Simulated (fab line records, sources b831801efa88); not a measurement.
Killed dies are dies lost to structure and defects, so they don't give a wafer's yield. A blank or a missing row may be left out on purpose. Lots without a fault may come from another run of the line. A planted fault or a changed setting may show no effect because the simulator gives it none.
Which tool did it? | flow gf180mcu | 24 lots, 72 wafers sampled, at 4 steps of a route of 602

WHAT THE GAUGES READ, wafer by wafer
GF_STI_BOW_MEAS_00.
lot  | measured    | on            | INCOMING_BOW (um)
L074 | day 1 10:02 | film_metro-04 | -12 -6 -2
L075 | day 1 15:00 | film_metro-04 | 4 -15 2
L076 | day 1 20:01 | film_metro-02 | -8 1 7
L077 | day 2 01:01 | film_metro-02 | 10 3 -2
L078 | day 2 06:00 | film_metro-01 | 2 1 -6
L079 | day 2 11:04 | film_metro-02 | 1 10 5
L080 | day 2 16:01 | film_metro-01 | 9 2 10
L081 | day 2 21:00 | film_metro-02 | 1 6 4
L082 | day 3 02:00 | film_metro-04 | -4 -4 -4
L083 | day 3 07:00 | film_metro-02 | -9 -2 -18
L084 | day 3 12:00 | film_metro-04 | 3 -6 -17
L085 | day 3 17:01 | film_metro-01 | 0 -2 7
L086 | day 3 22:00 | film_metro-01 | -4 -3 -3
L087 | day 4 03:01 | film_metro-01 | 3 -3 6
L088 | day 4 08:00 | film_metro-04 | -6 1 -7
L089 | day 4 13:01 | film_metro-01 | -4 -4 1
L090 | day 4 18:00 | film_metro-02 | 3 -3 10
L091 | day 4 23:00 | film_metro-01 | 0 14 6
L092 | day 5 04:00 | film_metro-04 | -3 -6 -6
L093 | day 5 09:01 | film_metro-04 | 1 2 10
L094 | day 5 14:00 | film_metro-04 | -4 2 -2
L095 | day 5 19:01 | film_metro-02 | -1 1 2
L096 | day 6 00:01 | film_metro-02 | -7 -2 -4
L097 | day 6 05:02 | film_metro-02 | 5 2 4

GF_SALICIDE_THK_MEAS_05: measures by xrf.
lot  | measured     | on            | SALICIDE_TIN_THK (nm)
L074 | day 15 10:49 | film_metro-02 | 20.18 20.01 20.02
L075 | day 15 17:46 | film_metro-02 | 20.40 20.13 20.34
L076 | day 16 04:31 | film_metro-03 | 19.39 19.42 19.82
L077 | day 16 07:31 | film_metro-04 | 19.78 19.70 20.10
L078 | day 16 12:17 | film_metro-04 | 19.54 19.72 19.36
L079 | day 16 20:50 | film_metro-04 | 20.22 20.16 20.57
L080 | day 17 01:40 | film_metro-03 | 19.81 19.71 19.80
L081 | day 17 18:41 | film_metro-04 | 19.34 19.56 19.17
L082 | day 18 04:43 | film_metro-04 | 19.74 19.84 19.84
L083 | day 18 09:32 | film_metro-02 | 20.04 20.27 20.07
L084 | day 18 19:35 | film_metro-02 | 20.15 20.29 20.41
L085 | day 19 03:33 | film_metro-04 | 20.14 20.15 19.95
L086 | day 19 17:13 | film_metro-03 | 19.91 20.16 20.03
L087 | day 20 05:58 | film_metro-04 | 19.86 19.47 19.67
L088 | day 20 12:52 | film_metro-04 | 19.69 19.92 19.80
L089 | day 20 15:37 | film_metro-04 | 19.49 19.33 19.41
L090 | day 21 03:16 | film_metro-04 | 19.91 19.73 19.82
L091 | day 21 11:05 | film_metro-03 | 19.59 19.80 19.80
L092 | day 21 19:46 | film_metro-02 | 20.19 19.83 19.91
L093 | day 21 22:49 | film_metro-04 | 19.87 20.09 19.91
L094 | day 22 05:20 | film_metro-04 | 19.74 19.94 19.73
L095 | day 22 12:36 | film_metro-04 | 20.24 20.03 20.13
L096 | day 22 22:52 | film_metro-03 | 19.62 19.84 19.56
L097 | day 23 04:25 | film_metro-02 | 19.84 20.29 20.22

GF_V3_OVL_MEAS_15.
lot  | measured     | on         | V3_OVL (nm)
L074 | day 22 14:11 | overlay-01 | -1 0 -1
L075 | day 22 23:49 | overlay-02 | 5 3 -4
L076 | day 23 10:54 | overlay-01 | 3 2 0
L077 | day 23 13:43 | overlay-01 | 0 6 -1
L078 | day 23 17:26 | overlay-02 | 3 -1 4
L079 | day 24 01:37 | overlay-02 | -12 -8 -1
L080 | day 24 06:17 | overlay-02 | 2 1 6
L081 | day 25 01:07 | overlay-01 | 3 6 7
L082 | day 25 10:10 | overlay-01 | -8 -4 -10
L083 | day 25 15:29 | overlay-02 | 1 5 4
L084 | day 25 23:34 | overlay-01 | 18 20 21
L085 | day 26 05:02 | overlay-02 | -7 -6 -8
L086 | day 26 15:56 | overlay-02 | 4 6 4
L087 | day 27 02:31 | overlay-01 | 2 4 3
L088 | day 27 10:28 | overlay-01 | -3 -4 1
L089 | day 27 12:47 | overlay-01 | -2 0 1
L090 | day 27 21:26 | overlay-02 | 9 15 5
L091 | day 28 06:25 | overlay-01 | -12 -4 -8
L092 | day 28 11:07 | overlay-02 | 1 -5 -5
L093 | day 28 14:38 | overlay-01 | 6 1 -1
L094 | day 28 20:53 | overlay-02 | -9 -2 0
L095 | day 29 02:50 | overlay-02 | -4 -10 -7
L096 | day 29 12:19 | overlay-02 | -3 -7 -1
L097 | day 29 14:11 | overlay-02 | -5 -7 -2

GF_MIM_THK_MEAS_06.
lot  | measured     | on            | MIM_CVD_05_THK (nm)
L074 | day 24 16:21 | film_metro-04 | 41.0 42.1 42.0
L075 | day 25 01:05 | film_metro-03 | 41.2 41.2 41.3
L076 | day 25 11:24 | film_metro-03 | 41.6 41.9 42.0
L077 | day 25 13:59 | film_metro-03 | 40.7 40.9 42.0
L078 | day 25 17:34 | film_metro-04 | 41.9 41.1 42.2
L079 | day 26 00:53 | film_metro-03 | 42.5 43.6 42.9
L080 | day 26 05:53 | film_metro-03 | 41.4 42.1 42.5
L081 | day 27 00:22 | film_metro-01 | 41.1 41.6 42.1
L082 | day 27 08:08 | film_metro-01 | 42.5 42.6 42.5
L083 | day 27 12:29 | film_metro-04 | 42.2 42.0 42.3
L084 | day 27 20:57 | film_metro-04 | 41.2 42.3 41.9
L085 | day 28 03:08 | film_metro-03 | 42.1 42.3 42.1
L086 | day 28 13:35 | film_metro-01 | 42.1 42.1 42.0
L087 | day 28 22:57 | film_metro-01 | 41.4 41.8 42.3
L088 | day 29 06:31 | film_metro-03 | 41.7 42.0 42.3
L089 | day 29 09:01 | film_metro-04 | 41.4 41.7 41.7
L090 | day 29 16:29 | film_metro-01 | 41.6 41.6 41.6
L091 | day 30 01:07 | film_metro-01 | 41.6 40.2 41.2
L092 | day 30 05:36 | film_metro-01 | 41.4 42.3 42.2
L093 | day 30 09:04 | film_metro-03 | 41.4 42.1 41.8
L094 | day 30 14:43 | film_metro-01 | 42.0 42.4 42.2
L095 | day 30 20:18 | film_metro-04 | 41.3 42.1 42.4
L096 | day 31 05:41 | film_metro-03 | 41.8 42.7 43.0
L097 | day 31 06:58 | film_metro-03 | 41.1 41.7 41.5

WHICH TOOL RAN EACH LOT (tool, then ch and the chambers of the sampled wafers, then the start)
The record holds no process step before these readings.

WHAT THE TOOLS THEMSELVES READ (means of the sampled wafers that have a number; where no wafer has one, the mark that the record gives instead)
The record holds no such reading with a usual standard deviation.

THE ANSWER, worked out from the rows above alone
Rule: what is usual is taken from the lots themselves. Put in order of their means at a reading, lots are off if they are a third of the lots or fewer, leave a main group of 4 or more, and stand apart from it by a gap of 3 or more times the standard deviation of the main group's means; of several such gaps the widest counts. A main group whose means are all the same, to the digits that the tables above print for the reading, isn't used. A lot without any number at a reading at which 4 lots or more have one is off too. The other lots that the step has rows for count as sound. The gauges are gone through in route order, then the tools' own readings, and for those a lot's mean is taken as printed above. The first step at which some lot is off is used, and at that step the reading that is off furthest; a lot without a number counts as furthest.
No lot is off at any reading shown: from this, nothing can be told.

WHAT THE SIMULATOR HAD PUT IN
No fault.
